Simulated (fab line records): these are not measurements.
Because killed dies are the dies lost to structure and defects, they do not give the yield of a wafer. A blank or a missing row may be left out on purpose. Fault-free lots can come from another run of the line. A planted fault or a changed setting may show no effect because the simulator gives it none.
Which tool is to blame? + flow gf180mcu + 12 lots, 36 wafers sampled, at 5 steps of a route of 602

## WHAT THE GAUGES SHOWED, per wafer
GF_VT_IMPLANT_TW_MEAS_21. Usual: for VT_IMPLANT_2_TW the level is 1223 and the standard deviation is 13.
| lot  | measured     | on           | VT_IMPLANT_2_TW | flag |
|------|--------------|--------------|-----------------|------|
| L641 | day 6 06:09  | filmMetro-01 | 1206 1208 1204  |      |
| L642 | day 6 14:11  | filmMetro-04 | 1230 1235 1231  |      |
| L644 | day 7 01:17  | filmMetro-01 | 1201 1198 1203  |      |
| L645 | day 7 08:21  | filmMetro-04 | 1229 1225 1226  |      |
| L646 | day 7 14:44  | filmMetro-01 | 1150 1153 1156  | OFF  |
| L647 | day 8 00:50  | filmMetro-04 | 1180 1177 1183  | OFF  |
| L650 | day 8 16:14  | filmMetro-04 | 1239 1233 1237  |      |
| L655 | day 10 15:19 | filmMetro-01 | 1209 1214 1221  |      |
| L656 | day 10 16:47 | filmMetro-04 | 1244 1247 1247  |      |
| L658 | day 10 18:39 | filmMetro-01 | 1217 1208 1216  |      |
| L660 | day 11 17:32 | filmMetro-04 | 1236 1227 1232  |      |
| L663 | day 12 11:54 | filmMetro-03 | 1225 1220 1226  |      |

GF_VT_IMPLANT_TW_MEAS_43. Usual: for VT_IMPLANT_4_TW the level is 695 and the standard deviation is 6.6.
| lot  | measured     | on           | VT_IMPLANT_4_TW | flag |
|------|--------------|--------------|-----------------|------|
| L641 | day 7 13:52  | filmMetro-01 | 685 684 683     |      |
| L642 | day 7 21:32  | filmMetro-03 | 702 702 704     |      |
| L644 | day 8 09:26  | filmMetro-03 | 698 700 704     |      |
| L645 | day 8 18:10  | filmMetro-03 | 700 702 704     |      |
| L646 | day 9 00:45  | filmMetro-01 | 689 687 691     |      |
| L647 | day 9 11:38  | filmMetro-04 | 694 696 694     |      |
| L650 | day 10 03:47 | filmMetro-03 | 700 700 701     |      |
| L655 | day 12 05:22 | filmMetro-01 | 685 682 685     |      |
| L656 | day 12 06:33 | filmMetro-03 | 695 696 694     |      |
| L658 | day 12 08:18 | filmMetro-03 | 694 693 695     |      |
| L660 | day 13 10:14 | filmMetro-04 | 700 701 702     |      |
| L663 | day 14 09:08 | filmMetro-04 | 701 701 700     |      |

## TOOL THAT RAN EACH LOT (tool first, then ch and the chambers of the sampled wafers, then the start)
| lot  | GF_MVPSD_STRIP_10                   | GF_VT_IMPLANT_IMPLANT_19        | GF_VT_IMPLANT_STRIP_20              |
|------|-------------------------------------|---------------------------------|-------------------------------------|
| L641 | plasmaAsher-03 ch 0,1, day 5 07:17  | implanter-01 ch 0, day 6 05:55  | plasmaAsher-02 ch 0,1, day 6 06:02  |
| L642 | plasmaAsher-04 ch 0,1, day 5 10:47  | implanter-04 ch 0, day 6 13:56  | plasmaAsher-01 ch 0,1, day 6 14:05  |
| L644 | plasmaAsher-03 ch 0,1, day 5 19:42  | implanter-01 ch 0, day 7 01:02  | plasmaAsher-01 ch 0,1, day 7 01:11  |
| L645 | plasmaAsher-03 ch 0,1, day 6 01:12  | implanter-01 ch 0, day 7 08:07  | plasmaAsher-01 ch 0,1, day 7 08:14  |
| L646 | plasmaAsher-03 ch 0,1, day 6 06:24  | implanter-01 ch 0, day 7 14:29  | plasmaAsher-01 ch 0,1, day 7 14:38  |
| L647 | plasmaAsher-03 ch 0,1, day 6 16:57  | implanter-01 ch 0, day 8 00:35  | plasmaAsher-03 ch 0,1, day 8 00:44  |
| L650 | plasmaAsher-02 ch 0,1, day 7 07:35  | implanter-04 ch 0, day 8 15:59  | plasmaAsher-01 ch 0,1, day 8 16:08  |
| L655 | plasmaAsher-02 ch 0,1, day 9 02:58  | implanter-03 ch 0, day 10 15:06 | plasmaAsher-01 ch 0,1, day 10 15:14 |
| L656 | plasmaAsher-03 ch 1, day 9 03:41    | implanter-04 ch 0, day 10 16:32 | plasmaAsher-03 ch 0, day 10 16:41   |
| L658 | plasmaAsher-03 ch 0,1, day 9 07:33  | implanter-01 ch 0, day 10 18:25 | plasmaAsher-03 ch 0,1, day 10 18:32 |
| L660 | plasmaAsher-02 ch 0,1, day 10 03:53 | implanter-01 ch 0, day 11 17:17 | plasmaAsher-03 ch 0,1, day 11 17:26 |
| L663 | plasmaAsher-02 ch 0,1, day 10 21:09 | implanter-01 ch 0, day 12 11:39 | plasmaAsher-01 ch 0,1, day 12 11:48 |
- GF_MVPSD_STRIP_10: strips in O2/N2.
- GF_VT_IMPLANT_IMPLANT_19
- GF_VT_IMPLANT_STRIP_20: strips in O2/N2.

## AS READ BY THE TOOLS THEMSELVES (means over the sampled wafers that have a number; for cases with no such wafer, the mark the record gives instead)
GF_MVPSD_STRIP_10. Usual: drypumpMotorCurrentA 5.70 A, standard deviation 0.24; heaterPowerW 314 W, standard deviation 23; oesProductAu 0.722 a.u., standard deviation 0.0045; stripTimeToEndpointS 36.99 s, standard deviation 0.1.
| lot  | tool           | drypumpMotorCurrentA (A) | heaterPowerW (W) | oesProductAu (a.u.) | stripTimeToEndpointS (s) | flag |
|------|----------------|--------------------------|------------------|---------------------|--------------------------|------|
| L641 | plasmaAsher-03 | 5.64                     | 309              | 0.727               | 37.22                    |      |
| L642 | plasmaAsher-04 | 5.96                     | 332              | 0.722               | 36.97                    |      |
| L644 | plasmaAsher-03 | 5.63                     | 316              | 0.725               | 36.89                    |      |
| L645 | plasmaAsher-03 | 5.58                     | 314              | 0.721               | 36.96                    |      |
| L646 | plasmaAsher-03 | 5.57                     | 315              | 0.719               | 36.95                    |      |
| L647 | plasmaAsher-03 | 5.57                     | 312              | 0.721               | 36.94                    |      |
| L650 | plasmaAsher-02 | 5.62                     | 291              | 0.719               | 36.95                    |      |
| L655 | plasmaAsher-02 | 5.70                     | 321              | 0.726               | 37.10                    |      |
| L656 | plasmaAsher-03 | 5.69                     | 314              | 0.719               | 37.07                    |      |
| L658 | plasmaAsher-03 | 5.62                     | 316              | 0.725               | 36.89                    |      |
| L660 | plasmaAsher-02 | 5.63                     | 296              | 0.722               | 37.04                    |      |
| L663 | plasmaAsher-02 | 5.69                     | 311              | 0.718               | 36.93                    |      |

GF_VT_IMPLANT_IMPLANT_19. Usual: beamEnergyKeV 100.00, standard deviation 0.031; doseIonsCm2 4.351e+12, standard deviation 4.6e+09; faradayCurrentUA 24.6, standard deviation 0.51.
| lot  | tool         | beamEnergyKeV | doseIonsCm2 | faradayCurrentUA | flag |
|------|--------------|---------------|-------------|------------------|------|
| L641 | implanter-01 | 100.04        | 4.345e+12   | 24.6             |      |
| L642 | implanter-04 | 100.04        | 4.354e+12   | 24.7             |      |
| L644 | implanter-01 | 99.97         | 4.346e+12   | 24.2             |      |
| L645 | implanter-01 | 99.98         | 4.354e+12   | 25.0             |      |
| L646 | implanter-01 | 99.97         | 3.776e+12   | 21.0             | OFF  |
| L647 | implanter-01 | 100.04        | 3.776e+12   | 21.4             | OFF  |
| L650 | implanter-04 | 100.02        | 4.355e+12   | 24.5             |      |
| L655 | implanter-03 | 100.00        | 4.354e+12   | 24.2             |      |
| L656 | implanter-04 | 100.02        | 4.351e+12   | 24.8             |      |
| L658 | implanter-01 | 99.99         | 4.348e+12   | 24.4             |      |
| L660 | implanter-01 | 99.98         | 4.346e+12   | 24.5             |      |
| L663 | implanter-01 | 99.99         | 4.347e+12   | 24.9             |      |

GF_VT_IMPLANT_STRIP_20. Usual: drypumpMotorCurrentA 5.3 A, standard deviation 0.3; heaterPowerW 338 W, standard deviation 34; oesProductAu 0.716 a.u., standard deviation 0.0048; stripTimeToEndpointS 12.63 s, standard deviation 0.034.
| lot  | tool           | drypumpMotorCurrentA (A) | heaterPowerW (W) | oesProductAu (a.u.) | stripTimeToEndpointS (s) | flag |
|------|----------------|--------------------------|------------------|---------------------|--------------------------|------|
| L641 | plasmaAsher-02 | 5.7                      | 323              | 0.719               | 12.67                    |      |
| L642 | plasmaAsher-01 | 5.0                      | 368              | 0.714               | 12.62                    |      |
| L644 | plasmaAsher-01 | 5.0                      | 363              | 0.718               | 12.62                    |      |
| L645 | plasmaAsher-01 | 5.0                      | 373              | 0.712               | 12.67                    |      |
| L646 | plasmaAsher-01 | 5.1                      | 366              | 0.712               | 12.61                    |      |
| L647 | plasmaAsher-03 | 5.6                      | 316              | 0.717               | 12.63                    |      |
| L650 | plasmaAsher-01 | 5.1                      | 363              | 0.721               | 12.56                    |      |
| L655 | plasmaAsher-01 | 5.1                      | 368              | 0.717               | 12.65                    |      |
| L656 | plasmaAsher-03 | 5.5                      | 306              | 0.715               | 12.61                    |      |
| L658 | plasmaAsher-03 | 5.6                      | 312              | 0.720               | 12.63                    |      |
| L660 | plasmaAsher-03 | 5.6                      | 314              | 0.714               | 12.64                    |      |
| L663 | plasmaAsher-01 | 5.1                      | 359              | 0.718               | 12.62                    |      |

## THE ANSWER, worked out from the rows above alone
Rule: a lot counts as off when the mean over its wafers that have a number is more than 3 standard deviations away from the usual mean. A lot without any number at a reading at which 4 lots or more have one is off too. All remaining lots with rows at the step are treated as sound. First the gauges in route order, then the tools' own readings, where a lot's mean is used as printed above. The first step at which some lot is off is used, and at that step the reading that is off furthest; a lot without a number counts as furthest.
Off: at GF_VT_IMPLANT_TW_MEAS_21 (VT_IMPLANT_2_TW), L646, L647.
If a tool, at a process step before that reading, ran all the lots that are off and no sound lot after the first of them, it fits. The gauges at GF_VT_IMPLANT_TW_MEAS_21 aren't tried: what is off there is off at GF_VT_IMPLANT_IMPLANT_19 too, on other tools, and a gauge's error can't cause that. No candidate that was tried fits.

## WHAT THE SIMULATOR PUT IN
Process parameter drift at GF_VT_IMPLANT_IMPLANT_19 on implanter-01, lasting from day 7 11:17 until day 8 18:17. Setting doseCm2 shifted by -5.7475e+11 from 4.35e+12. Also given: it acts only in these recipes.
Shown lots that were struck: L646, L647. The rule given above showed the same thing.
